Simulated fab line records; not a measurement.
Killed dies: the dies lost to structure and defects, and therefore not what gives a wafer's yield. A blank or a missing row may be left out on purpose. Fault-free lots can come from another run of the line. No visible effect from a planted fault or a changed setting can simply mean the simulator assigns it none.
Comparing a struck lot with a sound one :: flow gf180mcu :: 17 out of 602 route steps
Sound: these wafers, L835.4, L835.5, L835.6. Wafers L847.1, L847.4, L847.6 were the ones struck. At the end, the cause is stated.
Per side, at each step with rows, come the tool, then ch with its chambers, and then its first start. Under that, the readings that differ: sound wafers :: struck wafers :: difference of the means :: sigmas: that difference in standard deviations of wafers without a fault.
alike: same words and numbers on both sides, and readings whose means sit less than 2 such deviations apart. not compared: any withheld reading, any reading some wafer has no value for, any bound like >300 that may hide the same value, and any number with overlapping values for which the record gives no deviation.
The two part at a step that has a row with sigmas, a row that says differs or no value, or rows on one side only. When numbers do not overlap yet have no deviation, they are printed without sigmas and do not part them. A reading missing from all wafers of one side parts the sides only when that side holds two or more wafers.

first, 4 steps without rows for these wafers: GF_M1_SOFTBAKE_10 (time 60 s); GF_M1_EXPOSE_11 (exposes mask Metal1, target cd 230 nm); GF_M1_PEB_12 (peb time 90 s); GF_M1_DEVELOP_13 (develop time 60 s).
GF_M1_CD_MEAS_14: the cd target is 230 nm.
  sound on cd sem-02, day 18 07:59; struck on cd sem-01, day 22 04:04
  alike: cd nm
GF_M1_OVL_MEAS_15:
  sound on overlay-01, day 18 08:04; struck on overlay-02, day 22 04:11
  alike: M1_OVL
GF_M1_METAL_ETCH_16: etches the open film in Cl2/BCl3, stops on SiO2, target depth 750.8 nm, time 125.1 s.
  sound on rie metal-03 ch 0,1, day 18 08:07; struck on rie metal-01 ch 0,1, day 22 04:14
  alike: drypump motor current A, oes product au, rf fwd power W, throttle valve pct
  not compared: rf hours counter h
GF_M1_STRIP_17: strips in O2/N2.
  sound on plasma asher-04 ch 0,1, day 18 08:14; struck on plasma asher-02 ch 0,1, day 22 04:22
reading: strip time to endpoint s (s)
sound: 7.46 7.45 7.45
struck: 7.33 7.36 7.37
difference: -0.10
sigmas: -2
  alike: drypump motor current A, heater power w, oes product au
  not compared: rf hours counter h
then, 3 steps without rows for these wafers: GF_M1_STRIP_18 (strips in post etch residue remover, time 1200 s); GF_M1_CLEAN_19 (cleans in DIW); GF_V1_CVD_00 (deposits SiO2, target thk 600 nm, time 100 s).
GF_V1_THK_MEAS_01:
  sound on film metro-02, day 18 08:50; struck on film metro-04, day 22 05:00
  alike: V1_CVD_00_THK
GF_V1_CVD_02: deposits SiO2 from TEOS, target thk 850 nm, time 94.851 s.
  sound on pecvd-04 ch 0,1,2, day 18 08:55; struck on pecvd-04 ch 1,2, day 22 05:04
reading: rf fwd power W (W)
sound: 598.6 598.9 596.0
struck: 833.8 835.1 835.2
difference: +236.9
sigmas: +99 or more

reading: model.SiO2_of_V1_CVD_02.thk nm (nm)
sound: 854 863.5 881.6
struck: 930.6 957.7 957.8
difference: +82.3
sigmas: 
  alike: heater power w
  not compared: since wet clean h
GF_V1_THK_MEAS_03:
  sound on film metro-01, day 18 08:58; struck on film metro-02, day 22 05:08
reading: V1_CVD_02_THK (nm)
sound: 853 864 882
struck: 930 956 958
difference: +82
sigmas: +6
GF_V1_CMP_04: polishes SiO2.
  sound on cmp-02 ch 0,1, day 18 09:00; struck on cmp-01 ch 0,3, day 22 05:11
reading: time to endpoint s (s)
sound: 83 81 90
struck: 120 128 127
difference: +40
sigmas: +6
  alike: motor current A
GF_V1_BOW_MEAS_05:
  sound on film metro-04, day 18 09:22; struck on film metro-01, day 22 05:29
  alike: V1_BOW
after that, 1 step had no rows for these wafers: GF_PASSIVATION_PROBE_99.

## WHERE THEY PART
Last at GF_V1_CMP_04 as far as this record goes, first at GF_M1_STRIP_17. Later steps at which nothing parts them and some readings are alike: GF_V1_BOW_MEAS_05.

WHY: what the simulator had put in
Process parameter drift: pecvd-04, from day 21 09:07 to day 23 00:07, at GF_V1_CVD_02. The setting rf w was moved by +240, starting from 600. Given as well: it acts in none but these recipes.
